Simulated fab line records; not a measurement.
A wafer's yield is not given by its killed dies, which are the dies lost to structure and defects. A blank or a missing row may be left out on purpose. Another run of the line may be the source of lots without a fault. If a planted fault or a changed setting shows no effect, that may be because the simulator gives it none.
fab line records	flow sky130
record lots=6	wafers=16	last_day=50
route steps=708 shown VIA2@525 METAL3@532 CAPM@537 PAD_OPEN@708
lots untouched by any fault: they come from a run of this same line in which no faults occurred
start_h: hours from the record's opening day to when the first of the lot's shown wafers began	wait_h: hours from the lot's prior step to this one	" unchanged from the row above	L1.1+2: a row that stands for several wafers	- value missing, or start not given	* or withheld: withheld	< > ~ a bound
route shown NAME@n: a module of which the file shows steps, and the number in the route of the first	usual: the fault-free wafers' mean and standard deviation	same: alike in all rows	chamber/n: place in a boat	sites: per-site readings	_std_site: how widely they spread, as a standard deviation	_edge_site: mean of outer sites minus mean of inner sites	radius_mm: for every site, how far away it sits from the centre of the wafer	mask NAME#n: copy n	behind: tool/chamber where the wafer was last shaped	hold: cause of the lot's hold/its duration in hours/its outcome	device: which transistor (n, p or np) failed to switch	end of line: tests run on the same wafers once the route is complete	step lacking rows: just its recipe	killed: the dies lost at the first sort to structure and to defects; this is not the yield of the wafer	map: a wafer's dies, marking killed ones x, the rest . and places with no die _
set.NAME: the setting as run; set.NAME@STEP: as run at that earlier step	model.NAME: the simulator's own value behind a step, which no gauge read
lots seen at some steps along the route; tables by step, rows by wafer
services: from which hour (start_h, from the record's first day; less than 0 if before it) a tool's chamber was out of use, for how many hours, and why
## steps
# step SKY_VIA2_CLEAN_18
# recipe chemistry=IPA	time_s=180	temp_c=25
# step SKY_VIA2_CLEAN_19
# recipe chemistry=O3/DIW	dry=n2_spin
# step SKY_VIA2_SPUTTER_20
# recipe material=TiN	target_thk_nm=20	chamber_pressure_pa=5	power_w=4000	time_s=80
# step SKY_VIA2_CVD_21
# recipe material=W	target_thk_nm=420	time_s=126.4	temp_c=400	pressure_torr=40
# usual heater_power_w=912/110
lot.wafer	tool	chamber	start_h	wait_h	heater_power_w
L285.1	cvd_w-02	1	901.93	0.0	905
L285.4	"	0	"	"	1048
L285.6	"	1	"	"	874
L284.2	cvd_w-02	0	904.92	0.0	1074
L284.3	"	1	"	"	878
L284.5	"	1	"	"	907
L297.1	cvd_w-02	0	994.52	0.0	1065
L297.2	"	1	"	"	873
L295.1	cvd_w-01	1	998.11	0.0	889
L295.2	"	0	"	"	735
L299.1	cvd_w-01	0	1009.02	0.0	718
L299.3	"	0	"	"	754
L299.6	"	1	"	"	853
L300.1	cvd_w-02	1	1016.67	0.0	896
L300.2	"	0	"	"	1077
L300.4	"	0	"	"	1074
# step SKY_VIA2_RS_MEAS_22
# recipe thk_meas_gauge=four-point-probe	reads=W_of_VIA2_CVD_21+TiN_of_VIA2_SPUTTER_20
# usual VIA2_W_RS=0.2747/0.0026
lot.wafer	tool	chamber	start_h	wait_h	VIA2_W_RS[ohm/sq]
L285.1	film_metro-01	-	902.06	0.1	0.2717
L285.4	"	-	"	"	0.2744
L285.6	"	-	"	"	0.2712
L284.2	film_metro-04	-	905.07	0.1	0.2775
L284.3	"	-	"	"	0.2758
L284.5	"	-	"	"	0.2730
L297.1	film_metro-03	-	994.65	0.1	0.2746
L297.2	"	-	"	"	0.2764
L295.1	film_metro-01	-	998.24	0.1	0.2763
L295.2	"	-	"	"	0.2740
L299.1	film_metro-01	-	1009.17	0.1	0.2715
L299.3	"	-	"	"	0.2706
L299.6	"	-	"	"	0.2718
L300.1	film_metro-03	-	1016.80	0.1	0.2759
L300.2	"	-	"	"	0.2768
L300.4	"	-	"	"	0.2774
# step SKY_VIA2_THK_MEAS_23
# recipe thk_meas_gauge=xrf	reads=W_of_VIA2_CVD_21
# usual VIA2_W_THK=400/5.2
lot.wafer	tool	chamber	start_h	wait_h	VIA2_W_THK[nm]
L285.1	film_metro-01	-	902.18	0.1	408
L285.4	"	-	"	"	401
L285.6	"	-	"	"	407
L284.2	film_metro-04	-	905.18	0.1	397
L284.3	"	-	"	"	397
L284.5	"	-	"	"	405
L297.1	film_metro-03	-	994.77	0.1	395
L297.2	"	-	"	"	392
L295.1	film_metro-01	-	998.36	0.1	401
L295.2	"	-	"	"	403
L299.1	film_metro-01	-	1009.29	0.1	406
L299.3	"	-	"	"	408
L299.6	"	-	"	"	407
L300.1	film_metro-03	-	1016.92	0.1	390
L300.2	"	-	"	"	392
L300.4	"	-	"	"	390
# step SKY_VIA2_CMP_24
# recipe stop_on=SiO2	t_overpolish_s=20	down_force_psi=3.5	platen_rpm=60	target_thk_nm=0	pad_velocity_m_s=0.94248
# usual edge_zone_pressure_frac=1.001/0.0052	motor_current_A=11.0/1.3	overpolish_run_s=20.001/0.0092	slurry_flow_ml_min=150.0/0.48	time_to_endpoint_s=100/7.2
lot.wafer	tool	chamber	start_h	wait_h	edge_zone_pressure_frac	motor_current_A	overpolish_run_s	slurry_flow_ml_min	time_to_endpoint_s
L285.1	cmp-02	3	902.24	0.1	0.996	10.9	19.990	149.4	101
L285.4	"	2	"	"	1.000	10.9	20.009	150.3	93
L285.6	"	3	"	"	1.003	10.8	20.000	149.2	102
L284.3	cmp-02	1	905.23	0.0	0.994	9.7	20.001	151.2	89
L284.2	"	2	"	"	1.000	10.8	20.002	150.5	95
L284.5	"	2	"	"	1.001	11.3	19.981	149.7	98
L297.2	cmp-02	1	994.83	0.0	1.004	10.3	20.006	150.5	87
L297.1	"	0	"	"	0.999	9.9	20.025	149.6	106
L295.2	cmp-01	3	998.47	0.1	1.006	14.1	19.993	150.1	108
L295.1	"	1	"	"	1.013	11.4	20.010	150.4	91
L299.3	cmp-02	2	1009.66	0.3	0.990	11.3	20.001	149.7	101
L299.1	"	3	"	"	1.003	11.3	19.998	150.5	108
L299.6	"	2	"	"	0.992	10.9	19.995	150.2	98
L300.4	cmp-02	2	1016.98	0.0	1.003	10.9	20.001	149.6	95
L300.2	"	0	"	"	1.001	10.0	20.006	149.4	105
L300.1	"	1	"	"	0.995	9.9	20.012	150.2	82
# step SKY_METAL3_SPUTTER_00
# recipe material=Ti	target_thk_nm=15	power_w=3000	time_s=10	chamber_pressure_pa=0.4
# step SKY_METAL3_SPUTTER_01
# recipe material=TiN	target_thk_nm=20	power_w=6500	time_s=16.7	chamber_pressure_pa=0.4
# step SKY_METAL3_SPUTTER_02
# recipe material=AlCu	target_thk_nm=735	power_w=10600	time_s=39.1	chamber_pressure_pa=0.4
# usual throttle_valve_pct=30.1/0.63
lot.wafer	tool	chamber	start_h	wait_h	throttle_valve_pct
L285.1	pvd_sputter-01	-	902.59	0.0	30.0
L285.4	"	-	"	"	31.0
L285.6	"	-	"	"	30.5
L284.2	pvd_sputter-02	-	905.58	0.0	29.3
L284.3	"	-	"	"	29.9
L284.5	"	-	"	"	29.6
L297.1	pvd_sputter-02	-	995.18	0.0	30.5
L297.2	"	-	"	"	30.1
L295.1	pvd_sputter-01	-	998.77	0.0	31.2
L295.2	"	-	"	"	30.1
L299.1	pvd_sputter-01	-	1010.01	0.0	30.1
L299.3	"	-	"	"	30.0
L299.6	"	-	"	"	30.3
L300.1	pvd_sputter-01	-	1017.32	0.0	30.7
L300.2	"	-	"	"	29.8
L300.4	"	-	"	"	30.2
# step SKY_METAL3_SPUTTER_03
# recipe material=Ti	target_thk_nm=5	power_w=3000	time_s=3.3	chamber_pressure_pa=0.4
# step SKY_METAL3_SPUTTER_04
# recipe material=TiN	target_thk_nm=70	power_w=6500	time_s=58.3	chamber_pressure_pa=0.4
# step SKY_CAPM_CVD_00
# recipe material=SiO2	target_thk_nm=15.5	temp_c=400	time_s=withheld	rf_w=450
# usual heater_power_w=703/81
lot.wafer	tool	chamber	start_h	wait_h	heater_power_w	model.SiO2_of_CAPM_CVD_00.thk_nm
L285.1	pecvd-04	1	902.69	0.0	807	15.35
L285.4	"	0	"	"	624	15.65
L285.6	"	1	"	"	819	15.58
L284.2	pecvd-02	2	905.68	0.0	890	15.5
L284.3	"	1	"	"	636	15.39
L284.5	"	2	"	"	863	15.52
L297.1	pecvd-04	0	995.28	0.0	543	15.78
L297.2	"	2	"	"	734	16.22
L295.1	pecvd-04	2	998.87	0.0	695	15
L295.2	"	0	"	"	604	15.8
L299.1	pecvd-03	0	1010.12	0.0	689	15.59
L299.3	"	2	"	"	815	15.55
L299.6	"	2	"	"	781	15.51
L300.1	pecvd-03	1	1017.43	0.0	705	15.29
L300.2	"	0	"	"	795	15.28
L300.4	"	0	"	"	767	15.6
# step SKY_CAPM_THK_MEAS_01
# recipe reads=SiO2_of_CAPM_CVD_00
# usual CAPM_CVD_00_THK=15.60/0.25
lot.wafer	tool	chamber	start_h	wait_h	CAPM_CVD_00_THK[nm]
L285.1	film_metro-04	-	902.72	-	15.41
L285.4	"	-	"	"	15.61
L285.6	"	-	"	"	15.59
L284.2	film_metro-01	-	905.71	-	15.51
L284.3	"	-	"	"	15.38
L284.5	"	-	"	"	15.45
L297.1	film_metro-04	-	995.31	-	15.80
L297.2	"	-	"	"	16.18
L295.1	film_metro-02	-	998.89	-	15.02
L295.2	"	-	"	"	15.76
L299.1	film_metro-01	-	1010.15	-	15.54
L299.3	"	-	"	"	15.54
L299.6	"	-	"	"	15.51
L300.1	film_metro-02	-	1017.46	-	15.31
L300.2	"	-	"	"	15.26
L300.4	"	-	"	"	15.61
# step SKY_CAPM_SPUTTER_02
# recipe material=TiN	target_thk_nm=200	temp_c=300	power_w=6500	time_s=166.7	chamber_pressure_pa=0.4
# usual throttle_valve_pct=30.1/0.47
lot.wafer	tool	chamber	start_h	wait_h	throttle_valve_pct
L285.1	pvd_sputter-03	-	902.78	0.1	30.6
L285.4	"	-	"	"	30.7
L285.6	"	-	"	"	29.8
L284.2	pvd_sputter-03	-	905.76	0.0	30.7
L284.3	"	-	"	"	29.5
L284.5	"	-	"	"	29.7
L297.1	pvd_sputter-03	-	995.37	0.1	29.8
L297.2	"	-	"	"	30.7
L295.1	pvd_sputter-02	-	998.95	0.1	30.2
L295.2	"	-	"	"	29.3
L299.1	pvd_sputter-03	-	1010.21	0.1	31.0
L299.3	"	-	"	"	29.6
L299.6	"	-	"	"	30.4
L300.1	pvd_sputter-02	-	1017.52	0.1	30.6
L300.2	"	-	"	"	30.2
L300.4	"	-	"	"	30.0
# step SKY_CAPM_RS_MEAS_03
# recipe thk_meas_gauge=four-point-probe	reads=TiN_of_CAPM_SPUTTER_02
# usual CAPM_TIN_RS=6.84/0.076
lot.wafer	tool	chamber	start_h	wait_h	CAPM_TIN_RS[ohm/sq]
L285.1	film_metro-01	-	902.88	0.1	6.99
L285.4	"	-	"	"	6.89
L285.6	"	-	"	"	6.81
L284.2	film_metro-02	-	905.89	0.1	6.82
L284.3	"	-	"	"	6.72
L284.5	"	-	"	"	6.74
L297.1	film_metro-02	-	995.48	0.1	6.85
L297.2	"	-	"	"	6.89
L295.1	film_metro-01	-	999.06	0.1	6.95
L295.2	"	-	"	"	6.79
L299.1	film_metro-01	-	1010.32	0.1	6.90
L299.3	"	-	"	"	6.73
L299.6	"	-	"	"	6.85
L300.1	film_metro-01	-	1017.63	0.1	6.78
L300.2	"	-	"	"	6.79
L300.4	"	-	"	"	6.77
# step SKY_CAPM_THK_MEAS_04
# recipe thk_meas_gauge=xrf	reads=TiN_of_CAPM_SPUTTER_02
# usual CAPM_TIN_THK=201.4/2.8
lot.wafer	tool	chamber	start_h	wait_h	CAPM_TIN_THK[nm]
L285.1	film_metro-01	-	903.00	0.1	195.3
L285.4	"	-	"	"	199.8
L285.6	"	-	"	"	200.5
L284.2	film_metro-02	-	906.00	0.1	202.9
L284.3	"	-	"	"	206.9
L284.5	"	-	"	"	206.4
L297.1	film_metro-02	-	995.60	0.1	201.8
L297.2	"	-	"	"	200.5
L295.1	film_metro-01	-	999.18	0.1	197.1
L295.2	"	-	"	"	201.3
L299.1	film_metro-01	-	1010.44	0.1	197.3
L299.3	"	-	"	"	202.2
L299.6	"	-	"	"	199.6
L300.1	film_metro-01	-	1017.75	0.1	201.4
L300.2	"	-	"	"	201.2
L300.4	"	-	"	"	202.5
# step SKY_CAPM_DEHYDRATE_05
# recipe temp_c=200	time_s=60
# step SKY_CAPM_HMDS_06
# recipe prime_time_s=60	prime_temp_c=120
# step SKY_CAPM_COAT_07
# recipe resist=NOVOLAK	spin_rpm=3000	resist_thk_nm=1140
# step SKY_CAPM_SOFTBAKE_08
# recipe temp_c=90	time_s=60	resist=NOVOLAK
# step SKY_CAPM_EXPOSE_09
# recipe mask_id=CAPM	na=0.6	source_shape=conventional	sigma_outer=0.6	polarization=unpolarized	target_cd_nm=1000	dose_mj=159
# step SKY_CAPM_PEB_10
# recipe temp_c=withheld	time_s=*	resist=NOVOLAK
# step SKY_CAPM_DEVELOP_11
# recipe resist=NOVOLAK	developer=TMAH	develop_time_s=60	dev_temp_c=23
# step SKY_CAPM_OVL_MEAS_12
# usual CAPM_OVL=0.7/1.3
lot.wafer	tool	chamber	start_h	wait_h	CAPM_OVL[nm]
L285.1	overlay-01	-	927.76	0.1	-0.1
L285.4	"	-	"	"	-1.3
L285.6	"	-	"	"	-2.0
L284.2	overlay-01	-	930.45	0.1	0.6
L284.3	"	-	"	"	0.6
L284.5	"	-	"	"	0.8
L297.1	overlay-01	-	1018.44	0.1	2.2
L297.2	"	-	"	"	2.2
L295.1	overlay-01	-	1021.69	0.1	-0.1
L295.2	"	-	"	"	1.1
L299.1	overlay-01	-	1032.99	0.1	-0.7
L299.3	"	-	"	"	-0.5
L299.6	"	-	"	"	-1.5
L300.1	overlay-02	-	1039.23	0.1	-0.3
L300.2	"	-	"	"	-1.5
L300.4	"	-	"	"	-0.8
# step SKY_CAPM_METAL_ETCH_13
# recipe target_depth_nm=220	stop_on=SiO2	chemistry=Cl2/BCl3	target=TiN	pressure_mtorr=10	icp_w=900	bias_w=48.5	Cl2_flow_sccm=60	bcl3_flow_sccm=30	time_s=62.9
# step SKY_CAPM_STRIP_14
# recipe chemistry=O2/N2	power_w=1400	pressure_mtorr=1500	platen_temp_c=withheld	o2_flow_sccm=3000	n2_flow_sccm=300	overash_fraction=0.5
# step SKY_CAPM_STRIP_15
# recipe chemistry=post_etch_residue_remover	time_s=1200	temp_c=72.5
# step SKY_CAPM_CLEAN_16
# recipe chemistry=IPA	time_s=180	temp_c=25
# step SKY_CAPM_CLEAN_17
# recipe chemistry=O3/DIW	dry=n2_spin
# step SKY_METAL3_DEHYDRATE_05
# recipe temp_c=200	time_s=60
# step SKY_METAL3_HMDS_06
# recipe prime_time_s=60	prime_temp_c=120
# step SKY_METAL3_COAT_07
# recipe resist=BARC	temp_c=withheld	time_s=withheld	spin_rpm=3000	resist_thk_nm=60
# step SKY_METAL3_COAT_08
# recipe resist=KrF-thick	spin_rpm=3000	resist_thk_nm=1140
# step SKY_METAL3_SOFTBAKE_09
# recipe temp_c=100	time_s=90	resist=KrF-thick
# step SKY_METAL3_EXPOSE_10
# recipe mask_id=MM3	na=0.68	source_shape=annular	sigma_inner=0.4	sigma_outer=0.8	target_cd_nm=300	dose_mj=28
# step SKY_METAL3_PEB_11
# recipe peb_temp_c=withheld	peb_time_s=withheld	resist=KrF-thick
# step SKY_METAL3_DEVELOP_12
# recipe develop_time_s=60	resist=KrF-thick	dev_temp_c=21
# step SKY_METAL3_CD_MEAS_13
# recipe target_cd_nm=300
# usual cd_nm=299.8/1.2
lot.wafer	tool	chamber	start_h	wait_h	cd_nm
L285.1	cd_sem-02	-	952.90	-	299.1
L285.4	"	-	"	"	299.0
L285.6	"	-	"	"	299.5
L284.2	cd_sem-01	-	955.35	-	299.7
L284.3	"	-	"	"	301.2
L284.5	"	-	"	"	299.8
L297.1	cd_sem-02	-	1041.48	-	301.1
L297.2	"	-	"	"	300.9
L295.1	cd_sem-02	-	1043.61	-	297.7
L295.2	"	-	"	"	297.4
L299.1	cd_sem-02	-	1055.55	-	300.6
L299.3	"	-	"	"	300.5
L299.6	"	-	"	"	301.5
L300.1	cd_sem-02	-	1061.35	-	297.4
L300.2	"	-	"	"	297.8
L300.4	"	-	"	"	298.7
# step SKY_METAL3_OVL_MEAS_14
# usual METAL3_OVL=-3/5
lot.wafer	tool	chamber	start_h	wait_h	METAL3_OVL[nm]
L285.1	overlay-02	-	953.02	0.1	-8
L285.4	"	-	"	"	-4
L285.6	"	-	"	"	-11
L284.2	overlay-01	-	955.46	0.1	-6
L284.3	"	-	"	"	-5
L284.5	"	-	"	"	-4
L297.1	overlay-01	-	1041.60	0.1	-11
L297.2	"	-	"	"	-6
L295.1	overlay-02	-	1043.73	0.1	-4
L295.2	"	-	"	"	-10
L299.1	overlay-02	-	1055.67	0.1	-5
L299.3	"	-	"	"	-11
L299.6	"	-	"	"	-3
L300.1	overlay-02	-	1061.47	0.1	-1
L300.2	"	-	"	"	-6
L300.4	"	-	"	"	-5
# step SKY_METAL3_DESCUM_15
# recipe chemistry=O2	source_power_w=150	bias_power_w=0	pressure_mtorr=10	temp_c=40	time_s=8
# step SKY_METAL3_ETCH_16
# recipe chemistry=N2/H2	target=BARC	ion_energy_ev=200	bias_w=100	pressure_mtorr=30	n2_flow_sccm=100	h2_flow_sccm=200	icp_w=500	stop_on=SiO2	time_s=88.2	target_depth_a=600
# usual drypump_motor_current_A=5.6/0.31	n2_flow_sccm=99.99/0.3	oes_product_au=0.625/0.0046	throttle_valve_pct=13.206/0.0096
lot.wafer	tool	chamber	start_h	wait_h	drypump_motor_current_A	n2_flow_sccm	oes_product_au	rf_hours_counter_h	throttle_valve_pct
L285.1	rie_metal-04	0	953.09	0.0	5.8	100.00	0.628	8	13.220
L285.4	"	1	"	"	5.2	100.14	0.632	-	13.200
L285.6	"	1	"	"	5.2	100.30	0.630	-	13.200
L284.2	rie_metal-04	1	955.52	0.0	5.2	99.58	0.628	10	13.205
L284.3	"	1	"	"	5.2	99.77	0.627	-	13.215
L284.5	"	1	"	"	5.2	99.54	0.622	-	13.202
L297.1	rie_metal-03	1	1041.67	0.0	5.3	99.75	0.620	16	13.212
L297.2	"	0	"	"	6.0	99.64	0.624	21	13.203
L295.1	rie_metal-04	0	1043.79	0.0	5.8	99.90	0.623	13	13.216
L295.2	"	1	"	"	5.2	99.48	0.624	14	13.196
L299.1	rie_metal-04	1	1055.75	0.0	5.2	99.40	0.619	15	13.194
L299.3	"	1	"	"	5.2	99.48	0.630	-	13.204
L299.6	"	1	"	"	5.2	99.70	0.629	-	13.203
L300.1	rie_metal-03	0	1061.54	0.0	6.0	99.87	0.633	22	13.223
L300.2	"	1	"	"	5.3	99.82	0.615	18	13.215
L300.4	"	1	"	"	5.3	99.69	0.630	-	13.213
# step SKY_METAL3_ETCH_17
# recipe target=SiO2	stop_on=TiN	chemistry=C4F8/O2/Ar	source_w=1500	bias_w=1200	pressure_mtorr=40	c4f8_flow_sccm=withheld	O2_flow_sccm=6	Ar_flow_sccm=300	time_s=3.9	target_depth_a=150
# usual oes_product_au=0.757/0.0075
lot.wafer	tool	chamber	start_h	wait_h	oes_product_au	rf_hours_counter_h	model.etch.depth_nm
L285.1	rie_diel-01	3	953.19	0.1	0.754	12	15.35
L285.4	"	2	"	"	0.755	13	15.65
L285.6	"	0	"	"	0.757	-	15.58
L284.2	rie_diel-02	1	955.62	0.1	0.754	19	15.5
L284.3	"	3	"	"	0.755	27	15.39
L284.5	"	3	"	"	0.759	-	15.52
L297.1	rie_diel-02	0	1041.77	0.1	0.762	29	15.78
L297.2	"	2	"	"	0.777	30	16.22
L295.1	rie_diel-01	0	1043.89	0.1	0.747	7	15
L295.2	"	1	"	"	0.767	22	15.8
L299.1	rie_diel-01	1	1055.88	0.1	0.752	22	15.59
L299.3	"	3	"	"	0.757	15	15.55
L299.6	"	0	"	"	0.750	-	15.51
L300.1	rie_diel-01	1	1061.64	0.1	0.752	23	15.29
L300.2	"	3	"	"	0.752	15	15.28
L300.4	"	0	"	"	0.759	8	15.6
# step SKY_PAD_OPEN_PROBE_99
# usual defect_limited_yield=82.6/1.8	killed_at_M0_to_M3=44/6.9	killed_at_M4_up=3.2/1.8	killed_at_contacts=23/5.2	killed_at_front_end=15/4.5	killed_at_other=0.3/0.56	killed_dies=85/8.8	killed_open=47/6.7	killed_short=39/6.4	sort_bin_3_pad_short=0.8/0.4	sort_bin_5_function=10.2/1.3	sort_bin_6_memory=6.4/1.1	sort_n_pass=407/8.8	sort_yield_pct=82.6/1.8
# same gross_dies=492	killed_at_back_side=0	sort_bin_4_leakage[%]=0	sort_bin_8_speed[%]=0
lot.wafer	tool	chamber	start_h	wait_h	defect_limited_yield[%]	killed_at_M0_to_M3	killed_at_M4_up	killed_at_contacts	killed_at_front_end	killed_at_other	killed_dies	killed_open	killed_short	sort_bin_3_pad_short[%]	sort_bin_5_function[%]	sort_bin_6_memory[%]	sort_n_pass	sort_yield_pct[%]	model.etest.cap_mim.c_ff_um2
L285.1	prober-01	-	1117.30	0.1	83.3	40	5	16	20	1	82	42	40	0.8	9.3	6.5	410	83.3	2.354
L285.4	prober-01	-	1117.45	0.2	82.3	45	2	18	21	1	87	53	34	1.0	8.9	7.7	405	82.3	2.315
L285.6	prober-01	-	1117.55	0.2	85.2	34	4	16	19	0	73	36	37	0.6	9.6	4.7	419	85.2	2.336
L284.2	prober-02	-	1119.57	0.1	83.1	44	6	15	18	0	83	36	47	1.0	8.9	6.9	409	83.1	2.34
L284.3	prober-02	-	1119.62	0.2	80.7	52	6	24	13	0	95	56	39	0.8	11.8	6.7	397	80.7	2.35
L284.5	prober-02	-	1119.72	0.2	81.3	45	2	24	21	0	92	50	42	0.6	11.6	6.5	400	81.3	2.341
L297.1	prober-01	-	1185.83	0.1	82.9	28	1	23	32	0	84	47	37	1.0	8.5	7.5	408	82.9	2.296
L297.2	prober-01	-	1185.88	0.1	83.9	37	3	19	20	0	79	43	36	0.6	10.6	4.9	413	83.9	2.242
L295.1	prober-02	-	1187.91	0.1	82.1	42	6	30	10	0	88	41	47	0.2	11.8	5.9	404	82.1	2.419
L295.2	prober-02	-	1187.96	0.1	82.7	44	4	25	12	0	85	47	38	1.0	8.3	7.9	407	82.7	2.312
L299.1	prober-02	-	1197.41	0.1	83.5	42	3	21	15	0	81	35	46	1.2	8.3	6.9	411	83.5	2.329
L299.3	prober-02	-	1197.51	0.2	82.3	41	3	20	23	0	87	51	36	0.4	11.4	5.9	405	82.3	2.338
L299.6	prober-02	-	1197.66	0.2	83.3	47	5	20	10	0	82	42	40	1.2	11.0	4.5	410	83.3	2.334
L300.1	prober-02	-	1200.88	0.4	83.3	47	5	17	13	0	82	39	43	0.6	8.5	7.5	410	83.3	2.373
L300.2	prober-02	-	1200.93	0.4	79.5	60	0	26	15	0	101	54	47	1.2	11.8	7.5	391	79.5	2.382
L300.4	prober-02	-	1201.03	0.5	80.3	56	5	20	16	0	97	52	45	0.8	9.3	9.6	395	80.3	2.317
# killed by level:class
L285.1 VIA1:geometric_particle:open=13 VIA3:geometric_particle:open=7 FIELD_ISO:geometric_particle:open=5 POLY_GATE:geometric_particle:short=5 METAL4:geometric_particle:short=5 FIELD_ISO:geometric_particle:short=4 POLY_GATE:geometric_particle:open=4 CONTACT:geometric_particle:short=4
L285.4 VIA1:geometric_particle:open=11 VIA3:geometric_particle:open=9 CONTACT:geometric_particle:open=7 POLY_GATE:geometric_particle:open=6 LI_CONTACT:geometric_particle:open=6 FIELD_ISO:geometric_particle:short=5 VIA1:geometric_particle:short=5 METAL2:geometric_particle:short=5
L285.6 VIA3:geometric_particle:open=6 VIA1:geometric_particle:open=5 FIELD_ISO:geometric_particle:short=4 POLY_GATE:geometric_particle:short=4 LI_CONTACT:geometric_particle:short=4 LI_CONTACT:geometric_particle:open=4 VIA2:geometric_particle:open=4 VIA3:geometric_particle:short=4
L284.2 METAL2:geometric_particle:short=10 VIA1:geometric_particle:open=9 METAL3:geometric_particle:short=7 LOCAL_INTERCONNECT:geometric_particle:short=6 FIELD_ISO:geometric_particle:open=4 FIELD_ISO:geometric_particle:short=4 CONTACT:geometric_particle:open=4 VIA2:geometric_particle:open=4
L284.3 VIA1:geometric_particle:open=22 CONTACT:geometric_particle:open=8 LI_CONTACT:geometric_particle:open=6 METAL2:geometric_particle:short=6 VIA2:geometric_particle:open=5 VIA3:geometric_particle:open=5 METAL4:geometric_particle:short=5 FIELD_ISO:geometric_particle:open=4
L284.5 VIA1:geometric_particle:open=13 VIA1:geometric_particle:short=10 CONTACT:geometric_particle:open=9 FIELD_ISO:geometric_particle:short=6 FIELD_ISO:geometric_particle:open=5 LI_CONTACT:geometric_particle:open=5 LOCAL_INTERCONNECT:geometric_particle:short=5 VIA3:geometric_particle:open=4
L297.1 FIELD_ISO:geometric_particle:open=9 FIELD_ISO:geometric_particle:short=7 POLY_GATE:geometric_particle:open=7 LI_CONTACT:geometric_particle:open=7 CONTACT:geometric_particle:open=6 METAL1:geometric_particle:short=5 VIA1:geometric_particle:open=5 POLY_GATE:geometric_particle:short=4
L297.2 CONTACT:geometric_particle:open=9 VIA2:geometric_particle:open=9 POLY_GATE:geometric_particle:open=8 VIA1:geometric_particle:open=6 POLY_GATE:geometric_particle:short=5 VIA3:geometric_particle:open=4 CONTACT:geometric_particle:short=4 METAL1:geometric_particle:short=4
L295.1 VIA2:geometric_particle:open=11 CONTACT:geometric_particle:short=10 CONTACT:geometric_particle:open=8 METAL1:geometric_particle:short=6 METAL4:geometric_particle:short=6 VIA1:geometric_particle:open=5 METAL2:geometric_particle:short=5 LI_CONTACT:geometric_particle:short=4
L295.2 VIA1:geometric_particle:open=11 CONTACT:geometric_particle:open=10 CONTACT:geometric_particle:short=9 VIA3:geometric_particle:open=8 VIA1:geometric_particle:short=7 VIA2:geometric_particle:open=6 FIELD_ISO:geometric_particle:short=4 LI_CONTACT:geometric_particle:open=4
L299.1 VIA1:geometric_particle:open=14 LOCAL_INTERCONNECT:geometric_particle:short=6 CONTACT:geometric_particle:short=6 VIA2:geometric_particle:open=6 FIELD_ISO:geometric_particle:short=5 POLY_GATE:geometric_particle:short=5 METAL2:geometric_particle:short=5 LI_CONTACT:geometric_particle:open=4
L299.3 VIA1:geometric_particle:open=10 CONTACT:geometric_particle:short=7 VIA3:geometric_particle:open=7 CONTACT:geometric_particle:open=6 LI_CONTACT:geometric_particle:open=5 METAL1:geometric_particle:short=5 METAL2:geometric_particle:short=5 FIELD_ISO:geometric_particle:open=4
L299.6 VIA3:geometric_particle:open=10 VIA1:geometric_particle:open=9 CONTACT:geometric_particle:short=8 VIA2:geometric_particle:open=6 LI_CONTACT:geometric_particle:open=5 METAL1:geometric_particle:short=5 POLY_GATE:geometric_particle:short=4 METAL2:geometric_particle:short=4
L300.1 METAL2:geometric_particle:short=8 VIA3:geometric_particle:open=8 VIA2:geometric_particle:open=7 CONTACT:geometric_particle:open=6 VIA1:geometric_particle:short=6 VIA1:geometric_particle:open=6 METAL1:geometric_particle:short=5 FIELD_ISO:geometric_particle:open=4
L300.2 VIA1:geometric_particle:open=17 VIA2:geometric_particle:open=10 LI_CONTACT:geometric_particle:open=9 METAL1:geometric_particle:short=7 POLY_GATE:geometric_particle:short=6 CONTACT:geometric_particle:open=6 VIA1:geometric_particle:short=5 VIA3:geometric_particle:short=5
L300.4 VIA1:geometric_particle:open=12 VIA3:geometric_particle:open=10 METAL2:geometric_particle:short=8 METAL1:geometric_particle:short=8 LI_CONTACT:geometric_particle:open=7 CONTACT:geometric_particle:open=6 CONTACT:geometric_particle:short=5 POLY_GATE:geometric_particle:short=5
## services
tool	chamber	start_h	hours	kind
rie_diel-02	-	884.57	0.9	repair
pvd_sputter-01	-	887.25	4.3	repair
cvd_w-01	-	904.00	14.0	pm
cmp-02	-	911.44	1.6	repair
cmp-02	-	913.07	4.0	pm
cmp-02	-	917.07	-	consumable_replace:conditioner
cmp-02	-	917.07	-	consumable_replace:pad
rie_diel-02	1	927.61	12.6	repair
pecvd-03	-	928.16	15.5	repair
pecvd-02	0	939.96	22.8	repair
rie_metal-04	1	977.30	1.7	repair
rie_diel-02	0	980.70	2.6	repair
rie_diel-01	1	991.54	3.7	repair
pecvd-04	-	991.86	0.5	repair
pecvd-02	1	997.52	2.4	repair
pecvd-04	1	999.38	-	clean
pecvd-03	2	1013.44	9.0	repair
pecvd-02	-	1016.24	1.8	repair
pecvd-04	-	1016.38	0.7	repair
pecvd-04	-	1021.32	4.3	pm
cmp-01	-	1032.25	0.9	repair
rie_diel-02	2	1032.95	7.5	repair
cvd_w-01	-	1040.17	6.9	pm
pecvd-02	-	1045.68	2.8	pm
## key
first_sign none at tools or gauges
model_effect step=SKY_CAPM_CVD_00	value=SiO2_of_CAPM_CVD_00.thk_nm	without=15.55	struck=16.01
model_effect step=SKY_METAL3_ETCH_17	value=etch.depth_nm	without=15.55	struck=16.01
model_effect step=SKY_PAD_OPEN_PROBE_99	value=etest.cap_mim.c_ff_um2	without=2.345	struck=2.277
met_at SKY_CAPM_CVD_00
struck_wafers L295.2,L297.2
onset_between 902.69 995.28
fault kind=process_parameter_drift	tool=pecvd-04	chamber=-	onset_h=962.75	steps=SKY_CAPM_CVD_00	channel=time_s	offset=withheld	shape=step	end_h=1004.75	scope=struck_wafers_only	acts_in=*
